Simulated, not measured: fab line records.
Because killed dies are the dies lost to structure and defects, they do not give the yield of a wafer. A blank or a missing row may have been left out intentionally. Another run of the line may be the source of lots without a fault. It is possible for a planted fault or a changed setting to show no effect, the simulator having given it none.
The tool behind it: which one? / flow gf180mcu / Sampling: 10 lots, 30 wafers, 2 of 602 route steps

## WHAT EACH GAUGE READ, for each wafer
GF_VT_IMPLANT_TW_MEAS_32.
lot=L546; measured=day 6 23:43; on=film_metro-04; VT_IMPLANT_3_TW=269.3 268.2 268.2
lot=L547; measured=day 7 04:15; on=film_metro-01; VT_IMPLANT_3_TW=268.2 265.9 266.8
lot=L548; measured=day 7 10:10; on=film_metro-03; VT_IMPLANT_3_TW=266.5 266.6 267.4
lot=L549; measured=day 7 13:50; on=film_metro-03; VT_IMPLANT_3_TW=265.5 265.0 265.0
lot=L550; measured=day 7 23:01; on=film_metro-03; VT_IMPLANT_3_TW=266.9 266.4 266.9
lot=L551; measured=day 8 06:26; on=film_metro-01; VT_IMPLANT_3_TW=266.7 267.2 265.1
lot=L552; measured=day 8 12:22; on=film_metro-04; VT_IMPLANT_3_TW=270.2 270.3 269.9
lot=L553; measured=day 8 17:46; on=film_metro-03; VT_IMPLANT_3_TW=265.2 263.1 265.3
lot=L562; measured=day 11 11:18; on=film_metro-03; VT_IMPLANT_3_TW=515.6 516.5 519.5
lot=L563; measured=day 11 16:44; on=film_metro-03; VT_IMPLANT_3_TW=516.3 516.5 517.3

## TOOL THAT RAN EACH LOT (tool first, then ch and the chambers of the sampled wafers, then the start)
lot=L546; GF_VT_IMPLANT_IMPLANT_30=implanter-03 ch 0, day 6 23:29
lot=L547; GF_VT_IMPLANT_IMPLANT_30=implanter-03 ch 0, day 7 04:01
lot=L548; GF_VT_IMPLANT_IMPLANT_30=implanter-02 ch 0, day 7 09:58
lot=L549; GF_VT_IMPLANT_IMPLANT_30=implanter-02 ch 0, day 7 13:37
lot=L550; GF_VT_IMPLANT_IMPLANT_30=implanter-03 ch 0, day 7 22:46
lot=L551; GF_VT_IMPLANT_IMPLANT_30=implanter-03 ch 0, day 8 06:11
lot=L552; GF_VT_IMPLANT_IMPLANT_30=implanter-02 ch 0, day 8 12:08
lot=L553; GF_VT_IMPLANT_IMPLANT_30=implanter-02 ch 0, day 8 17:31
lot=L562; GF_VT_IMPLANT_IMPLANT_30=implanter-03 ch 0, day 11 11:04
lot=L563; GF_VT_IMPLANT_IMPLANT_30=implanter-03 ch 0, day 11 16:29
- GF_VT_IMPLANT_IMPLANT_30

## THE ANSWER, worked out from the rows above alone
Rule: the usual values come from the lots themselves. The widest of any qualifying gaps counts: lots, ordered by their means at a reading, are off when they make up no more than a third of the lots, leave a main group of 4 or more, and stand apart from it by 3 or more times the standard deviation of that group's means. Not used: any main group whose means are identical at the precision the tables above print for the reading. Also off: a lot with no number at a reading for which 4 or more lots have one. The other lots that the step has rows for count as sound.
Off: at GF_VT_IMPLANT_TW_MEAS_32 (VT_IMPLANT_3_TW), L562, L563. For the main group the mean is 266.9 and the standard deviation 1.7.
If a tool, at a process step before that reading, ran all the lots that are off and no sound lot after the first of them, it fits. The gauges at GF_VT_IMPLANT_TW_MEAS_32 are tried like those tools. Can't be told from this: 2 tools fit, implanter-03 at GF_VT_IMPLANT_IMPLANT_30, film_metro-03 at GF_VT_IMPLANT_TW_MEAS_32.

## WHAT THE SIMULATOR PUT IN
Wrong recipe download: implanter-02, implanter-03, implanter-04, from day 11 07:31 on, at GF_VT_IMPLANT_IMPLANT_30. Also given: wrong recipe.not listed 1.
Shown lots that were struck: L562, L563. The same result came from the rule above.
